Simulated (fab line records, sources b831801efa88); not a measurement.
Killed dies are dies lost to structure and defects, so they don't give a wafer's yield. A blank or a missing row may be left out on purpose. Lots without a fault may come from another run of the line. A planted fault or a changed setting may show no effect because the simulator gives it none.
Which tool did it? | flow sky130 | 6 lots, 18 wafers sampled, at 2 steps of a route of 708

WHAT THE GAUGES READ, wafer by wafer
SKY_SONOS_ONO_THK_MEAS_01.
lot  | measured     | on            | SONOS_ONO_OXIDATION_THK (nm)
L309 | day 12 03:53 | film_metro-02 | 2.59 2.61 2.58
L312 | day 13 01:12 | film_metro-01 | 2.49 2.60 2.49
L314 | day 13 13:46 | film_metro-01 | 2.61 2.51 2.56
L317 | day 14 17:49 | film_metro-02 | 2.62 2.59 2.56
L325 | day 17 03:49 | film_metro-01 | 1.99 2.03 2.03
L327 | day 18 06:04 | film_metro-02 | 2.53 2.51 2.59

WHICH TOOL RAN EACH LOT (tool, then ch and the chambers of the sampled wafers, then the start)
lot  | SKY_SONOS_ONO_OXIDATION_00
L309 | furnace-02 ch 0, day 12 02:32
L312 | furnace-02 ch 0, day 12 23:50
L314 | furnace-01 ch 0, day 13 12:25
L317 | furnace-02 ch 0, day 14 16:28
L325 | furnace-02 ch 0, day 17 02:28
L327 | furnace-01 ch 0, day 18 04:42
- SKY_SONOS_ONO_OXIDATION_00: stabilise 600 s, purge 300 s, target thk 2.6 nm.

THE ANSWER, worked out from the rows above alone
Rule: what is usual is taken from the lots themselves. Put in order of their means at a reading, lots are off if they are a third of the lots or fewer, leave a main group of 4 or more, and stand apart from it by a gap of 3 or more times the standard deviation of the main group's means; of several such gaps the widest counts. A main group whose means are all the same, to the digits that the tables above print for the reading, isn't used. A lot without any number at a reading at which 4 lots or more have one is off too. The other lots that the step has rows for count as sound.
Off: L325, at SKY_SONOS_ONO_THK_MEAS_01 (SONOS_ONO_OXIDATION_THK). The main group: mean 2.56 nm, standard deviation 0.026.
A tool fits if, at a process step before that reading, it ran every lot that is off, and no sound lot after the first of them. The gauges at SKY_SONOS_ONO_THK_MEAS_01 are tried like those tools. Can't be told from this: 2 tools fit, furnace-02 at SKY_SONOS_ONO_OXIDATION_00, film_metro-01 at SKY_SONOS_ONO_THK_MEAS_01.

WHAT THE SIMULATOR HAD PUT IN
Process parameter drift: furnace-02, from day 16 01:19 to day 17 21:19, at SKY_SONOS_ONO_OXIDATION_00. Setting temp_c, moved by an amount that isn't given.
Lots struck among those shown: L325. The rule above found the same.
